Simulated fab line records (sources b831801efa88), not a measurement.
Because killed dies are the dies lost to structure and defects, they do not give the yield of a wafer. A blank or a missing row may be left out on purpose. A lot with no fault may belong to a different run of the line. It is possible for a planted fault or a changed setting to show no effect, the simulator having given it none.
Chamber matching | flow sky130 | SKY_VIA2_CMP_24 on cmp-02: 4 sister chambers
The step polishes, stops on SiO2, t overpolish 20 s, target thk 0 nm. 8 wafers are shown with their chamber, then 8 later ones without.

== WAFERS PAIRED WITH THEIR CHAMBERS ==
wafer  | chamber | motor current A (A) | overpolish run s (s)
L561.2 | 1       | 12.9                | 20.015
L561.6 | 3       | 11.3                | 19.984
L562.1 | 0       | 9.2                 | 20.006
L562.6 | 0       | 9.2                 | 19.988
L564.4 | 3       | 10.4                | 19.992
L564.5 | 1       | 13.1                | 20.000
L564.6 | 2       | 12.8                | 19.999
L573.1 | 2       | 12.7                | 20.003

== WAFERS WITH NO CHAMBER GIVEN ==
wafer  | motor current A (A) | overpolish run s (s)
L573.4 | 11.4                | 19.994
L573.5 | 12.5                | 19.977
L575.1 | 9.8                 | 20.000
L575.4 | 12.7                | 19.987
L575.6 | 12.9                | 19.995
L577.1 | 11.1                | 20.011
L577.3 | 12.4                | 19.995
L577.6 | 10.5                | 20.010

== WHICH CHAMBER EACH WENT THROUGH ==
wafer  | from the rows above     | in truth
L573.4 | 3                       | 3
L573.5 | can't be placed: 2 or 1 | 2
L575.1 | can't be placed: 0 or 3 | 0
L575.4 | can't be placed: 2 or 1 | 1
L575.6 | can't be placed: 2 or 1 | 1
L577.1 | 3                       | 3
L577.3 | can't be placed: 2 or 1 | 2
L577.6 | can't be placed: 3 or 0 | 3
Correct placement for 2 of the 8. Not placeable from these rows: 6 (in 6, the candidates include the true chamber). Placed wrongly: 0.
How it was worked out, from the rows above alone: a wafer's distance from a chamber is the root of the sum, over the readings, of the square of ((its reading less the chamber's mean) divided by the reading's scatter). If the next closest chamber is less than 2 further off than the closest, the wafer can't be placed; otherwise it belongs to the closest. For every chamber, the mean is computed from those of its wafers that are shown. The scatter: the root of (the sum of the squares of (reading less its chamber's mean) over the shown wafers, divided by (wafers less chambers)).
